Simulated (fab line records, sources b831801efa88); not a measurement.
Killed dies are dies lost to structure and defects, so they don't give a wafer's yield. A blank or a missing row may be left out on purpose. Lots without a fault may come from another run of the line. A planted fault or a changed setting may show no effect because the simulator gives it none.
Split-lot experiment | flow gf180mcu | 5 lots, 27 wafers read, on a route of 602 steps

THE SPLIT
At GF_V1_CVD_02 (deposits SiO2 from TEOS, target thk 850 nm, time 94.851 s), the setting time_s was moved away from the recipe's 94.851 s on 12 of the 27 wafers read, by -59.1% to +59.1%. The other wafers ran this setting at the recipe's value.

The file shows no step between the split and the reading.

THE READING
V1_CVD_02_THK, in nm, at GF_V1_THK_MEAS_03. Fault-free wafers of this fab line usually give 852 nm, standard deviation 11 nm.

wafer  | tool, chamber at the split | time_s as run, s | against the recipe | V1_CVD_02_THK, nm | against lot-mates on the recipe
L075.1 | pecvd-01, 2                | 94.851           | recipe             | 846               | -
L075.2 | pecvd-01, 0                | 94.851           | recipe             | 845               | -
L075.3 | pecvd-01, 1                | 67.53            | -28.8%             | 606               | -241
L075.4 | pecvd-01, 2                | 67.53            | -28.8%             | 621               | -226
L075.5 | pecvd-01, 1                | 94.851           | recipe             | 851               | -
L075.6 | pecvd-01, 0                | 67.53            | -28.8%             | 606               | -241
L076.1 | pecvd-02, 1                | 38.77            | -59.1%             | 344               | -507
L076.2 | pecvd-02, 2                | 94.851           | recipe             | 857               | -
L076.3 | pecvd-02, 0                | 94.851           | recipe             | 843               | -
L076.4 | pecvd-02, 0                | 38.77            | -59.1%             | 358               | -493
L076.5 | pecvd-02, 2                | 94.851           | recipe             | 852               | -
L076.6 | pecvd-02, 1                | 38.77            | -59.1%             | 344               | -507
L079.1 | pecvd-01, 1                | 94.851           | recipe             | 849               | -
L079.2 | pecvd-01, 0                | 94.851           | recipe             | 843               | -
L079.3 | pecvd-01, 2                | 140.7            | +48.3%             | 1250              | +398
L079.4 | pecvd-01, 0                | 140.7            | +48.3%             | 1280              | +428
L079.5 | pecvd-01, 2                | 140.7            | +48.3%             | 1276              | +424
L079.6 | pecvd-01, 1                | 94.851           | recipe             | 865               | -
L080.2 | pecvd-04, 1                | 94.851           | recipe             | 838               | -
L080.4 | pecvd-04, 2                | 94.851           | recipe             | 849               | -
L080.5 | pecvd-04, 1                | 94.851           | recipe             | 843               | -
L082.1 | pecvd-01, 2                | 150.9            | +59.1%             | 1348              | +502
L082.2 | pecvd-01, 1                | 94.851           | recipe             | 847               | -
L082.3 | pecvd-01, 0                | 94.851           | recipe             | 840               | -
L082.4 | pecvd-01, 0                | 150.9            | +59.1%             | 1367              | +521
L082.5 | pecvd-01, 1                | 94.851           | recipe             | 850               | -
L082.6 | pecvd-01, 2                | 150.9            | +59.1%             | 1362              | +516

THE FIT
A straight line over all 27 wafers: V1_CVD_02_THK changes by +8.55 nm for each +1% of time_s; r = +1.00; the points scatter about the line by 9 nm.
The same after taking each lot's own level away (the mean of its wafers on the recipe; 27 wafers): +8.56 nm for each +1%; r = +1.00; scatter 8.6 nm.
On that fit, the largest move of time_s shifts the reading by 5.1e+02 nm.
The lots' own levels span 843.3 to 852.3 nm, that is 0.8 times the standard deviation above.
So the lot-to-lot level changes the slope little: the two slopes agree.
Check: with one of the wafers moved furthest among these (-59.1%) left out of the fit, the line predicts -503 nm for it against its lot-mates. It came out at -507 nm against them.

OTHER SPLITS ON THESE WAFERS
These wafers also went through other splits before the reading. Each is held against what the fit with the lots' levels taken away leaves over:
other split on the same wafers | wafers away from the commonest value | r with V1_CVD_02_THK (lot level and that fit taken away)
GF_POLY_GATE_ETCH_13 time_s    | 6                                    | +0.26

THE WHOLE CHAIN: every reading that the file lists as answering this split, in the file's order
step              | what it does                                                 | reading                                                                   | change (the file's fit)                                                              | r (the file's)
GF_V1_CVD_02      | deposits SiO2 from TEOS, target thk 850 nm, time 94.851 s    | SiO2_of_V1_CVD_02.thk_nm (the simulator's own value, which no gauge read) | +8.56 nm for each +1% of the setting                                                 | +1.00
GF_V1_THK_MEAS_03 |                                                              | V1_CVD_02_THK                                                             | +8.56 for each +1% of the setting                                                    | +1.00
GF_V1_CMP_04      | polishes SiO2                                                | time_to_endpoint_s                                                        | withheld for each +1% of the setting                                                 | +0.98
GF_V1_CMP_04      | polishes SiO2                                                | SiO2_of_V1_CVD_02.thk_nm (the simulator's own value, which no gauge read) | not straight: 348.7 at the lowest setting, 633.1 at the recipe, 633.6 at the highest | not given
GF_V1_ETCH_17     | etches SiO2 in C4F8/O2/Ar, stops on TiN, target depth 630 nm | oes_product_au                                                            | not straight: 0.642 at the lowest setting, 0.858 at the recipe, 0.859 at the highest | not given
GF_V1_ETCH_17     | etches SiO2 in C4F8/O2/Ar, stops on TiN, target depth 630 nm | V1.feature_depth_nm (the simulator's own value, which no gauge read)      | not straight: 348.7 at the lowest setting, 633.1 at the recipe, 633.6 at the highest | not given

THE FILE'S OWN FIT
V1_CVD_02_THK changes by +8.56 nm for each +1% of time_s, r = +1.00.
